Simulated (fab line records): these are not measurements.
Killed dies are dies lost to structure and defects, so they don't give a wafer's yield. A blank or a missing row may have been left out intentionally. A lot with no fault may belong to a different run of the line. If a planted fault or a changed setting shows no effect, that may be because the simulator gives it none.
The tool behind it: which one?    flow gf180mcu    Sampling: 12 lots, 36 wafers, 6 of 602 route steps

== WHAT THE GAUGES READ, wafer by wafer ==
GF_HV_LDD_OVL_MEAS_32.
lot   measured      on          HV_LDD_02_OVL (nm)
L383  day 11 13:17  overlay-01  2.5 2.0 1.3
L384  day 11 21:52  overlay-02  -1.7 -2.4 1.7
L388  day 13 05:25  overlay-02  -0.8 -1.2 1.7
L390  day 13 20:07  overlay-01  0.3 2.2 0.6
L392  day 14 15:43  overlay-01  0.4 1.0 1.1
L395  day 15 13:09  overlay-01  2.3 0.8 3.2
L396  day 15 19:58  overlay-01  -0.2 0.6 0.4
L399  day 17 01:14  overlay-01  0.0 0.4 0.6
L401  day 17 12:59  overlay-01  -0.8 0.8 -0.9
L402  day 17 21:16  overlay-02  -1.1 -1.5 -0.7
L404  day 18 14:34  overlay-02  -2.2 0.5 -0.4
L405  day 18 20:54  overlay-02  3.1 0.1 1.6

GF_PSD_RS_MEAS_14: measurement is done with a four-point probe.
lot   measured      on             NSD_RS (ohm/sq)
L383  day 14 03:31  film metro-02  46.16 46.21 46.21
L384  day 14 12:40  film metro-01  46.07 46.17 46.17
L388  day 16 00:24  film metro-04  46.09 46.17 46.14
L390  day 16 18:07  film metro-04  46.09 46.10 45.90
L392  day 17 14:54  film metro-01  46.04 46.14 46.13
L395  day 18 13:31  film metro-01  45.96 46.01 46.03
L396  day 18 21:01  film metro-02  46.14 46.14 46.28
L399  day 20 05:07  film metro-02  46.36 46.23 46.15
L401  day 20 17:53  film metro-02  46.28 46.15 46.28
L402  day 21 01:03  film metro-02  46.66 46.59 46.58
L404  day 21 18:31  film metro-04  46.23 46.35 46.16
L405  day 22 00:35  film metro-02  46.56 46.49 46.56

GF_V2_BOW_MEAS_05.
lot   measured      on             V2_BOW (um)
L383  day 19 02:41  film metro-03  113 96 99
L384  day 19 12:35  film metro-01  106 105 106
L388  day 21 04:26  film metro-01  88 93 104
L390  day 22 00:09  film metro-04  83 86 90
L392  day 22 22:42  film metro-03  105 103 106
L395  day 23 17:49  film metro-04  104 95 104
L396  day 24 02:04  film metro-03  99 111 105
L399  day 25 09:08  film metro-04  93 90 104
L401  day 25 19:16  film metro-04  95 98 105
L402  day 26 00:45  film metro-01  84 91 91
L404  day 26 18:01  film metro-03  97 104 93
L405  day 26 21:54  film metro-04  87 98 88

GF_V2_OVL_MEAS_15.
lot   measured      on          V2_OVL (nm)
L383  day 20 03:20  overlay-02  -1 -9 -5
L384  day 20 12:58  overlay-01  5 -3 -7
L388  day 22 03:53  overlay-02  -7 -4 -1
L390  day 22 23:49  overlay-02  -13 -4 -2
L392  day 23 21:52  overlay-01  -5 2 -8
L395  day 24 16:19  overlay-01  -3 -8 1
L396  day 25 00:28  overlay-02  -7 -16 -12
L399  day 26 06:10  overlay-01  7 4 1
L401  day 26 16:02  overlay-02  -6 -3 -9
L402  day 26 21:37  overlay-01  -4 2 -1
L404  day 27 13:49  overlay-01  -6 -13 -3
L405  day 27 18:05  overlay-02  -7 4 4

== WHICH TOOL RAN EACH LOT (tool, then ch and the chambers of the sampled wafers, then the start) ==
lot   GF_NSD_IMPLANT_09                GF_NSD_STRIP_11
L383  implanter-03 ch 0, day 13 07:24  plasma asher-03 ch 0,1, day 13 07:41
L384  implanter-03 ch 0, day 13 16:22  plasma asher-03 ch 0,1, day 13 16:40
L388  implanter-03 ch 0, day 15 02:11  plasma asher-04 ch 0,1, day 15 02:28
L390  implanter-04 ch 0, day 15 18:53  plasma asher-03 ch 0,1, day 15 19:11
L392  implanter-03 ch 0, day 16 14:59  plasma asher-03 ch 0,1, day 16 15:16
L395  implanter-04 ch 0, day 17 13:35  plasma asher-03 ch 0,1, day 17 13:52
L396  implanter-02 ch 0, day 17 21:16  plasma asher-02 ch 0,1, day 17 21:34
L399  implanter-02 ch 0, day 19 03:52  plasma asher-02 ch 0,1, day 19 04:10
L401  implanter-02 ch 0, day 19 18:07  plasma asher-03 ch 0,1, day 19 18:25
L402  implanter-02 ch 0, day 20 00:41  plasma asher-04 ch 0,1, day 20 00:59
L404  implanter-03 ch 0, day 20 17:34  plasma asher-03 ch 0,1, day 20 17:52
L405  implanter-02 ch 0, day 21 00:35  plasma asher-04 ch 0,1, day 21 00:52
- GF_NSD_IMPLANT_09
- GF_NSD_STRIP_11: strips in O2/N2.

== WHAT THE TOOLS THEMSELVES READ (means of the sampled wafers that have a number; where no wafer has one, the mark that the record gives instead) ==
GF_NSD_IMPLANT_09.
lot   tool          beam energy keV  dose ions cm2  tilt deg (degrees)
L383  implanter-03  60.014           3.993e+15      6.992
L384  implanter-03  59.979           3.998e+15      6.996
L388  implanter-03  60.009           4.006e+15      7.009
L390  implanter-04  59.989           3.999e+15      6.991
L392  implanter-03  59.971           3.998e+15      6.995
L395  implanter-04  60.011           3.998e+15      7.023
L396  implanter-02  60.014           4.000e+15      7.000
L399  implanter-02  59.984           4.003e+15      7.015
L401  implanter-02  60.004           3.999e+15      6.963
L402  implanter-02  58.705           3.997e+15      6.987
L404  implanter-03  60.001           3.997e+15      7.010
L405  implanter-02  58.696           4.004e+15      6.993

GF_NSD_STRIP_11.
lot   tool             drypump motor current A (A)  heater power w (W)  oes product au (a.u.)  strip time to endpoint s (s)
L383  plasma asher-03  5.4                          332                 0.489                  23.04
L384  plasma asher-03  5.4                          335                 0.487                  22.97
L388  plasma asher-04  6.0                          356                 0.485                  22.92
L390  plasma asher-03  5.4                          353                 0.484                  22.95
L392  plasma asher-03  5.4                          354                 0.487                  22.92
L395  plasma asher-03  5.4                          337                 0.485                  22.95
L396  plasma asher-02  5.7                          305                 0.488                  22.95
L399  plasma asher-02  6.0                          325                 0.490                  22.89
L401  plasma asher-03  5.4                          351                 0.485                  22.88
L402  plasma asher-04  6.1                          315                 0.490                  22.74
L404  plasma asher-03  5.4                          335                 0.488                  22.97
L405  plasma asher-04  6.0                          354                 0.484                  22.84

== THE ANSWER, worked out from the rows above alone ==
Rule: the lots themselves supply what counts as usual. The widest of any qualifying gaps counts: lots, ordered by their means at a reading, are off when they make up no more than a third of the lots, leave a main group of 4 or more, and stand apart from it by 3 or more times the standard deviation of that group's means. A main group whose means are all the same, to the digits that the tables above print for the reading, isn't used. Also off: a lot with no number at a reading for which 4 or more lots have one. Any other lot the step has rows for is counted as sound. The gauges are gone through in route order, then the tools' own readings, and for those a lot's mean is taken as printed above. The first step at which some lot is off is used, and at that step the reading that is off furthest; a lot without a number counts as furthest.
Off: at GF_PSD_RS_MEAS_14 (NSD_RS), L402, L405. Main group: mean 46.15 ohm/sq, sd 0.083.
A tool fits if, at a process step before that reading, it ran every lot that is off, and no sound lot after the first of them. Not tried: the gauges at GF_PSD_RS_MEAS_14; whatever is off there is also off at GF_NSD_IMPLANT_09, on other tools, and gauge error can't account for it. 2 tools fit, implanter-02 at GF_NSD_IMPLANT_09 and plasma asher-04 at GF_NSD_STRIP_11, so this cannot tell which one it is.

== WHAT WAS PUT IN BY THE SIMULATOR ==
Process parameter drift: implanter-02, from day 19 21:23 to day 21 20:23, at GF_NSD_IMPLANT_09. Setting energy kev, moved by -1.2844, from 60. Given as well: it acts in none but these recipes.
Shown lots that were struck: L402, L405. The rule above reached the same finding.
